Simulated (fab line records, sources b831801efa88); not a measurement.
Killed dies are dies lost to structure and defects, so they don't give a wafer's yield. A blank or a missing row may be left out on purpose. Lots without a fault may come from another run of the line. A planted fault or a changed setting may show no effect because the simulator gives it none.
One fault seen from 2 desks | flow sky130 | each desk has only its own numbers; what lay behind them comes last

THE METROLOGY DESK
What the gauges read, lot by lot, whatever tool the lot ran on: means of the sampled wafers that have a number. A lot is out of limits, marked OUT, if its mean lies more than 4 standard deviations from the usual mean; the brackets give that distance.
Columns: A = LDD_N_OVL at SKY_LDD_N_OVL_MEAS_07, usual 0.9 nm; B = LDD_P_OVL at SKY_LDD_P_OVL_MEAS_08, usual 2.4 nm; C = LDD_HVP_OVL at SKY_LDD_HVP_OVL_MEAS_07, usual 0.4 nm; D = LDD_HVP_TW at SKY_LDD_HVP_TW_MEAS_10, usual 454
lot  | first seen here | A    | B   | C    | D
L849 | day 18 04:41    | 1.3  | 4.5 | 1.7  | 443
L848 | day 18 05:35    | -0.4 | 0.6 | -0.2 | 445
L853 | day 19 12:50    | 2.7  | 1.2 | -0.9 | 448
L855 | day 21 02:03    | -2.2 | 1.6 | -1.9 | 447
L857 | day 22 00:30    | 1.9  | 5.3 | 1.1  | 477 (+4.0) OUT
L858 | day 22 05:26    | 0.5  | 5.7 | 0.6  | 454
L860 | day 22 08:41    | 2.1  | 3.4 | -0.2 | 481 (+4.7) OUT
L863 | day 23 19:32    | -0.4 | 2.4 | 0.3  | 464
L864 | day 23 20:43    | 3.5  | 1.7 | 2.3  | 455
L867 | day 24 13:42    | 1.6  | 2.6 | 0.3  | 455
L868 | day 25 03:05    | 0.3  | 0.7 | 1.6  | 454
L869 | day 25 11:32    | -0.3 | 2.0 | 1.9  | 456
L871 | day 25 18:05    | 0.1  | 1.7 | -1.2 | 456
This desk's finding: out of limits on L857, L860; first on L857, day 25 18:59 (LDD_HVP_TW at SKY_LDD_HVP_TW_MEAS_10). In limits: L849, L848, L853, L855, L858, L863, L864, L867, L868, L869, L871.

THE TOOL OWNER'S DESK: implanter-02
The tool's own readings at SKY_LDD_HVP_IMPLANT_08: means of the sampled wafers that have a number, for each lot that ran on this tool. A lot is out of limits, marked OUT, if its mean lies more than 4 standard deviations from the usual mean; the brackets give that distance.
Columns: A = beam_energy_keV at SKY_LDD_HVP_IMPLANT_08, usual 20.001; B = dose_ions_cm2 at SKY_LDD_HVP_IMPLANT_08, usual 1.7e+13; C = tilt_deg at SKY_LDD_HVP_IMPLANT_08, usual 17.905 degrees
lot  | first seen here | A                        | B       | C
L855 | day 24 22:23    | 20.005                   | 1.7e+13 | 17.888
L857 | day 25 18:44    | 25.275 (+99 or more) OUT | 1.7e+13 | 17.919
L860 | day 26 03:09    | 25.272 (+99 or more) OUT | 1.7e+13 | 17.899
L869 | day 29 03:37    | 19.993                   | 1.7e+13 | 17.907
This desk's finding: out of limits on L857, L860; first on L857, day 25 18:44 (beam_energy_keV at SKY_LDD_HVP_IMPLANT_08). In limits: L855, L869.

PUT TOGETHER
The tool owner's desk could have raised an alarm at day 25 18:44, on L857, L860.
The metrology desk could have raised an alarm at day 25 18:59, on L857, L860.
Of the lots named, all ran SKY_LDD_HVP_IMPLANT_08 on implanter-02.

WHAT THE SIMULATOR HAD PUT IN
Process parameter drift: implanter-02, from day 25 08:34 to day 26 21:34, at SKY_LDD_HVP_IMPLANT_08. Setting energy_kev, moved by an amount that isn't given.
Lots struck among those shown: L857, L860.
Hours from the fault's start to each desk's first reading out of limits: the tool owner's desk, 10; the metrology desk, 10.
